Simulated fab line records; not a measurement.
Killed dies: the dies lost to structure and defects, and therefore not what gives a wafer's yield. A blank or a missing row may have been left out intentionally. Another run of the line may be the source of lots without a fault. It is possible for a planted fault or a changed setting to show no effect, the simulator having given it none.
Which tool is to blame? :: flow sky130 :: at 1 step of a route of 708, 12 lots with 36 wafers sampled

## WHAT THE GAUGES READ, wafer by wafer
SKY_METAL3_CD_MEAS_13 targets a cd of 300 nm.
lot: L550
measured: day 38 13:02
on: cdSem-02
cdNm (nm): 301.4 300.0 300.5

lot: L551
measured: day 38 21:37
on: cdSem-01
cdNm (nm): 299.2 298.5 299.9

lot: L552
measured: day 40 01:34
on: cdSem-01
cdNm (nm): 301.3 300.1 299.6

lot: L556
measured: day 40 07:32
on: cdSem-02
cdNm (nm): 299.6 298.8 300.4

lot: L557
measured: day 40 11:30
on: cdSem-02
cdNm (nm): 299.6 301.6 300.3

lot: L562
measured: day 42 07:31
on: cdSem-02
cdNm (nm): 300.2 300.3 300.1

lot: L564
measured: day 43 11:35
on: cdSem-02
cdNm (nm): 299.1 300.1 299.9

lot: L568
measured: day 43 16:12
on: cdSem-02
cdNm (nm): 301.7 301.1 301.1

lot: L569
measured: day 43 17:11
on: cdSem-01
cdNm (nm): 300.2 302.4 300.0

lot: L571
measured: day 44 12:04
on: cdSem-02
cdNm (nm): 300.4 298.8 300.5

lot: L572
measured: day 44 16:24
on: cdSem-01
cdNm (nm): 301.3 301.1 300.5

lot: L573
measured: day 44 18:21
on: cdSem-02
cdNm (nm): 298.9 299.4 298.9

## TOOL THAT RAN EACH LOT (tool first, then ch and the chambers of the sampled wafers, then the start)
There is no process step in the record ahead of these readings.

## WHAT THE TOOLS THEMSELVES READ (means of the sampled wafers that have a number; where no wafer has one, the mark that the record gives instead)
The record holds no such reading with a usual standard deviation.

## THE ANSWER, worked out from the rows above alone
Rule: what is usual is taken from the lots themselves. The widest of any qualifying gaps counts: lots, ordered by their means at a reading, are off when they make up no more than a third of the lots, leave a main group of 4 or more, and stand apart from it by 3 or more times the standard deviation of that group's means. A main group is skipped when, at the precision printed for the reading in the tables above, its means are all equal. Also off: a lot with no number at a reading for which 4 or more lots have one. Any other lot the step has rows for is counted as sound. After the gauges, taken in route order, come the tools' own readings; for these a lot's mean is taken, as printed above. The first step at which some lot is off is used, and at that step the reading that is off furthest; a lot without a number counts as furthest.
No lot is off at any reading shown: from this, nothing can be told.

## WHAT WAS PUT IN BY THE SIMULATOR
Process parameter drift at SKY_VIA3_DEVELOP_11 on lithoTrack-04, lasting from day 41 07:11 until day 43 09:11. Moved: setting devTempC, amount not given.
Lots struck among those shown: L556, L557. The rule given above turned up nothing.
